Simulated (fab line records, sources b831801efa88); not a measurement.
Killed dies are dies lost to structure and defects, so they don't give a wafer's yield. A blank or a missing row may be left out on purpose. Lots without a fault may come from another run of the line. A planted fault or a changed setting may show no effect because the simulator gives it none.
fab line records | flow sky130
record lots=6 wafers=18 last_day=49
route steps=708 shown VT_ADJUST_PCH@148 SONOS_TUNNEL@154 PAD_OPEN@708
lots that met no fault: from a run of the same line without faults
start_h: hours from the record's first day to the start of the lot's first wafer shown | wait_h: hours since the lot's step before | " the same as in the row above | L1.1+2: a row that stands for several wafers | - no value, or no start given | * or withheld: withheld | < > ~ a bound
route shown NAME@n: a module of which the file shows steps, and the number in the route of the first | usual: mean/standard deviation of fault-free wafers | same: alike in all rows | chamber/n: place in a boat | sites: the reading at each site | _std_site: their standard deviation | _edge_site: outer sites' mean less inner sites' | radius_mm: how far each site lies from the wafer's centre | mask NAME#n: copy n | behind: the tool/chamber that last shaped the wafer | hold: why the lot was held/for how many hours/how that ended | device: the transistor (n, p or np) that didn't switch | end of line: the same wafers' tests at the end of the route | a step without rows: its recipe alone | killed: dies lost to structure and defects at the first sort, not the wafer's yield | map: a wafer's dies, x killed, . not, _ none there
set.NAME: the setting as run; set.NAME@STEP: as run at that earlier step | model.NAME: the simulator's own value behind a step, which no gauge read
lots at some steps of the route; a table a step, a row a wafer
services: from which hour (start_h, from the record's first day; less than 0 if before it) a tool's chamber was out of use, for how many hours, and why
## steps
# step SKY_VT_ADJUST_PCH_PEB_05
# recipe temp_c=115 time_s=withheld
# step SKY_VT_ADJUST_PCH_DEVELOP_06
# recipe wall_angle_deg=90 developer=TMAH develop_time_s=60 dev_temp_c=23
# step SKY_VT_ADJUST_PCH_OVL_MEAS_07
# usual VT_ADJUST_PCH_OVL=0.8/1.2
# columns lot.wafer tool chamber start_h wait_h VT_ADJUST_PCH_OVL[nm]
L382.1 overlay-01 - 274.40 - 0.6
L382.3 " - " " 1.1
L382.4 " - " " 2.2
L391.3 overlay-01 - 328.07 - 2.3
L391.4 " - " " 0.3
L391.5 " - " " 0.5
L394.1 overlay-02 - 340.00 - 2.5
L394.2 " - " " 2.6
L394.4 " - " " 0.9
L395.1 overlay-01 - 351.79 - 0.4
L395.3 " - " " 0.0
L395.6 " - " " -0.8
L397.2 overlay-01 - 368.60 - 1.3
L397.3 " - " " 1.0
L397.6 " - " " 1.4
L398.2 overlay-02 - 372.90 - 1.4
L398.3 " - " " 0.5
L398.6 " - " " 3.1
# step SKY_VT_ADJUST_PCH_IMPLANT_08
# recipe species=B energy_kev=10 dose_cm2=5e+11 tilt_deg=withheld
# step SKY_VT_ADJUST_PCH_STRIP_09
# recipe chemistry=O2/N2 power_w=1400 pressure_mtorr=1500 platen_temp_c=withheld o2_flow_sccm=3000 n2_flow_sccm=300 overash_fraction=0.5
# usual drypump_motor_current_A=5.6/0.5 n2_flow_sccm=300.0/0.88 oes_product_au=0.722/0.0041 strip_time_to_endpoint_s=36.94/0.12
# columns lot.wafer tool chamber start_h wait_h drypump_motor_current_A n2_flow_sccm oes_product_au rf_hours_counter_h strip_time_to_endpoint_s
L382.1 plasma_asher-02 1 274.64 0.1 5.9 300.8 0.723 15 36.71
L382.3 " 1 " " 5.9 300.7 0.723 - 36.68
L382.4 " 0 " " 4.8 300.1 0.716 - 36.73
L391.3 plasma_asher-03 1 328.27 0.1 5.6 300.4 0.726 - 36.84
L391.4 " 0 " " 6.2 301.2 0.713 - 37.05
L391.5 " 0 " " 6.1 301.5 0.723 - 36.85
L394.1 plasma_asher-02 0 340.18 0.1 4.8 300.5 0.724 22 36.84
L394.2 " 1 " " 5.9 300.0 0.723 22 36.74
L394.4 " 0 " " 4.7 299.6 0.724 - 36.75
L395.1 plasma_asher-03 0 351.98 0.1 6.1 298.8 0.729 54 37.17
L395.3 " 1 " " 5.6 300.5 0.723 - 37.01
L395.6 " 1 " " 5.6 300.1 0.722 - 37.07
L397.2 plasma_asher-03 0 368.78 0.1 6.2 300.7 0.725 56 36.85
L397.3 " 0 " " 6.2 300.1 0.722 - 37.04
L397.6 " 1 " " 5.6 302.4 0.717 - 36.91
L398.2 plasma_asher-04 0 373.08 0.1 5.2 299.6 0.721 71 37.01
L398.3 " 1 " " 6.0 301.1 0.727 - 36.95
L398.6 " 1 " " 6.0 300.5 0.720 - 36.88
# step SKY_VT_ADJUST_PCH_TW_MEAS_10
# usual VT_ADJUST_PCH_TW=143.3/0.95
# columns lot.wafer tool chamber start_h wait_h VT_ADJUST_PCH_TW
L382.1 film_metro-01 - 274.74 0.1 145.2
L382.3 " - " " 144.1
L382.4 " - " " 145.1
L391.3 film_metro-01 - 328.36 0.1 143.5
L391.4 " - " " 144.0
L391.5 " - " " 144.2
L394.1 film_metro-02 - 340.28 0.1 142.6
L394.2 " - " " 142.6
L394.4 " - " " 143.7
L395.1 film_metro-01 - 352.08 0.1 144.2
L395.3 " - " " 144.0
L395.6 " - " " 144.6
L397.2 film_metro-03 - 368.89 0.1 141.6
L397.3 " - " " 142.8
L397.6 " - " " 143.2
L398.2 film_metro-01 - 373.19 0.1 143.7
L398.3 " - " " 144.0
L398.6 " - " " 143.5
# step SKY_SONOS_TUNNEL_DEHYDRATE_00
# recipe temp_c=200 time_s=60
# step SKY_SONOS_TUNNEL_HMDS_01
# recipe prime_time_s=60 prime_temp_c=120
# step SKY_SONOS_TUNNEL_COAT_02
# recipe resist=NOVOLAK spin_rpm=3000 resist_thk_nm=1140
# step SKY_SONOS_TUNNEL_SOFTBAKE_03
# recipe temp_c=90 time_s=60 resist=NOVOLAK
# step SKY_SONOS_TUNNEL_EXPOSE_04
# recipe mask_id=TUNM na=0.6 source_shape=conventional sigma_outer=0.6 polarization=unpolarized target_cd_nm=410 dose_mj=136
# step SKY_SONOS_TUNNEL_PEB_05
# recipe temp_c=withheld time_s=* resist=NOVOLAK
# step SKY_SONOS_TUNNEL_DEVELOP_06
# recipe resist=NOVOLAK developer=TMAH develop_time_s=60 dev_temp_c=23
# columns lot.wafer tool chamber start_h wait_h
L382.1+3+4 litho_track-01 0 299.40 0.1
L391.3+4+5 litho_track-04 0 355.40 0.1
L394.1+2+4 litho_track-02 0 368.00 0.1
L395.1+3+6 litho_track-04 0 379.75 0.1
L397.2+3+6 litho_track-04 0 396.97 0.1
L398.2+3+6 litho_track-02 0 401.73 0.1
# step SKY_SONOS_TUNNEL_CD_MEAS_07
# recipe target_cd_nm=410
# usual cd_nm=409.6/1.8
# columns lot.wafer tool chamber start_h wait_h hold cd_nm
L382.1 cd_sem-02 - 299.55 0.1 - 406.4
L382.3 " - " " - 407.2
L382.4 " - " " - 405.0
L391.3 cd_sem-01 - 355.54 0.1 - 407.2
L391.4 " - " " - 406.1
L391.5 " - " " - 407.2
L394.1 cd_sem-02 - 368.15 0.1 - 408.8
L394.2 " - " " - 411.4
L394.4 " - " " - 408.2
L395.1 cd_sem-02 - 379.90 0.1 await_dispo/0.2h/release 381.7
L395.3 " - " " await_dispo/0.2h/release 378.6
L395.6 " - " " await_dispo/0.2h/release 378.9
L395.1 cd_sem-02 - 380.18 0.3 - 381.4
L395.3 " - " " - 378.5
L395.6 " - " " - 379.5
L397.2 cd_sem-02 - 397.12 0.1 await_dispo/0.2h/release 378.2
L397.3 " - " " await_dispo/0.2h/release 379.2
L397.6 " - " " await_dispo/0.2h/release 382.4
L397.2 cd_sem-02 - 397.40 0.3 - 377.9
L397.3 " - " " - 379.3
L397.6 " - " " - 382.5
L398.2 cd_sem-02 - 401.87 0.1 - 409.8
L398.3 " - " " - 409.9
L398.6 " - " " - 407.5
# step SKY_SONOS_TUNNEL_OVL_MEAS_08
# usual SONOS_TUNNEL_OVL=0.3/1.5
# columns lot.wafer tool chamber start_h wait_h hold SONOS_TUNNEL_OVL[nm]
L382.1 overlay-01 - 299.67 0.1 - 0.9
L382.3 " - " " - 1.4
L382.4 " - " " - 1.0
L391.3 overlay-01 - 355.63 0.1 - -0.9
L391.4 " - " " - -2.0
L391.5 " - " " - -4.2
L394.1 overlay-01 - 368.27 0.1 - 1.5
L394.2 " - " " - 1.0
L394.4 " - " " - 1.7
L395.1 overlay-02 - 383.83 3.6 await_dispo/3.5h/release 0.7
L395.3 " - " " await_dispo/3.5h/release -0.7
L395.6 " - " " await_dispo/3.5h/release -1.3
L397.2 overlay-01 - 400.13 2.7 await_dispo/2.6h/release 0.7
L397.3 " - " " await_dispo/2.6h/release 0.5
L397.6 " - " " await_dispo/2.6h/release 0.0
L398.2 overlay-01 - 401.98 0.1 - -2.3
L398.3 " - " " - -0.3
L398.6 " - " " - -1.9
# step SKY_PAD_OPEN_PROBE_99
# usual killed_at_M0_to_M3=44/6.9 killed_at_M4_up=3.3/1.7 killed_at_contacts=24/5.5 killed_at_front_end=16/4.5 killed_at_other=0.2/0.46 killed_dies=87/9.1 killed_open=48/7.3 killed_short=39/6.2
# same gross_dies=492 killed_at_back_side=0
# columns lot.wafer tool chamber start_h wait_h killed_at_M0_to_M3 killed_at_M4_up killed_at_contacts killed_at_front_end killed_at_other killed_dies killed_open killed_short
L382.1 prober-01 - 1114.59 0.1 40 2 31 17 0 90 51 39
L382.3 prober-01 - 1114.69 0.2 36 3 13 10 0 62 30 32
L382.4 prober-01 - 1114.74 0.2 48 3 18 14 0 83 37 46
L397.2 prober-01 - 1180.47 0.1 49 3 27 17 0 96 46 50
L397.3 prober-01 - 1180.52 0.2 38 2 23 16 0 79 44 34
L397.6 prober-01 - 1180.67 0.2 47 3 23 9 0 82 44 38
L398.2 prober-02 - 1183.17 0.1 36 0 23 24 0 83 39 44
L398.3 prober-02 - 1183.22 0.2 30 4 32 17 0 83 43 40
L398.6 prober-02 - 1183.37 0.2 51 3 24 18 0 96 52 44
# killed by level:class
L382.1 CONTACT:geometric_particle:open=12 VIA1:geometric_particle:open=9 VIA2:geometric_particle:open=9 CONTACT:geometric_particle:short=7 LI_CONTACT:geometric_particle:open=6 LOCAL_INTERCONNECT:geometric_particle:short=6 POLY_GATE:geometric_particle:open=5 METAL3:geometric_particle:short=5
L382.3 METAL2:geometric_particle:short=7 METAL1:geometric_particle:short=6 CONTACT:geometric_particle:open=6 VIA1:geometric_particle:open=5 VIA1:geometric_particle:short=4 VIA3:geometric_particle:open=4 SPACER:geometric_particle:open=3 LI_CONTACT:geometric_particle:open=3
L382.4 VIA1:geometric_particle:open=11 VIA1:geometric_particle:short=8 METAL2:geometric_particle:short=7 FIELD_ISO:geometric_particle:short=6 VIA3:geometric_particle:open=6 LI_CONTACT:geometric_particle:open=5 VIA3:geometric_particle:short=5 LI_CONTACT:geometric_particle:short=4
L397.2 CONTACT:geometric_particle:short=10 VIA1:geometric_particle:open=9 LOCAL_INTERCONNECT:geometric_particle:short=6 VIA1:geometric_particle:short=6 VIA3:geometric_particle:open=6 METAL2:geometric_particle:short=5 METAL1:geometric_particle:open=5 METAL1:geometric_particle:short=5
L397.3 VIA1:geometric_particle:open=11 CONTACT:geometric_particle:open=8 FIELD_ISO:geometric_particle:open=6 VIA3:geometric_particle:open=6 LI_CONTACT:geometric_particle:open=5 CONTACT:geometric_particle:short=5 METAL1:geometric_particle:short=5 FIELD_ISO:geometric_particle:short=4
L397.6 VIA1:geometric_particle:open=11 CONTACT:geometric_particle:open=8 METAL1:geometric_particle:short=8 VIA3:geometric_particle:open=7 LI_CONTACT:geometric_particle:open=5 VIA2:geometric_particle:open=5 LOCAL_INTERCONNECT:geometric_particle:short=4 VIA2:geometric_particle:short=4
L398.2 LI_CONTACT:geometric_particle:open=8 POLY_GATE:geometric_particle:short=7 CONTACT:geometric_particle:open=7 FIELD_ISO:geometric_particle:short=6 VIA1:geometric_particle:open=6 VIA3:geometric_particle:open=6 METAL2:geometric_particle:short=5 LOCAL_INTERCONNECT:geometric_particle:short=4
L398.3 CONTACT:geometric_particle:open=10 CONTACT:geometric_particle:short=8 METAL1:geometric_particle:short=7 LOCAL_INTERCONNECT:geometric_particle:short=7 VIA1:geometric_particle:open=7 POLY_GATE:geometric_particle:open=6 LI_CONTACT:geometric_particle:open=4 VIA3:geometric_particle:open=4
L398.6 VIA1:geometric_particle:open=13 VIA2:geometric_particle:open=8 CONTACT:geometric_particle:open=7 POLY_GATE:geometric_particle:short=6 METAL1:geometric_particle:short=6 LI_CONTACT:geometric_particle:open=6 LOCAL_INTERCONNECT:geometric_particle:short=6 FIELD_ISO:geometric_particle:short=5
## services
# columns tool chamber start_h hours kind
plasma_asher-03 - 270.39 0.4 repair
plasma_asher-04 - 283.36 8.3 repair
plasma_asher-02 - 357.72 8.3 repair
## key
first_sign step=SKY_SONOS_TUNNEL_CD_MEAS_07 reading=visit direction=added
effect step=SKY_SONOS_TUNNEL_CD_MEAS_07 reading=cd_nm direction=down sigmas=16 usual=409.6 struck=379.8
met_at SKY_SONOS_TUNNEL_DEVELOP_06
struck_wafers L395.1,L395.3,L395.6,L397.2,L397.3,L397.6
tester_left_out L395,L397
onset_between 355.40 379.75
also_fits SKY_VT_ADJUST_PCH_STRIP_09:plasma_asher-03
fault kind=process_parameter_drift tool=litho_track-04 chamber=- onset_h=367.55 steps=SKY_SONOS_TUNNEL_DEVELOP_06 channel=develop_time_s offset=* shape=step end_h=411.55 acts_in=* stated=*
# tester_left_out: of these lots the tester's yield and bins aren't shown, on N5 and GAA mostly nor the transistor test; their killed dies are dies lost to structure and defects alone, not to doping, threshold or leakage, so they don't give the yield
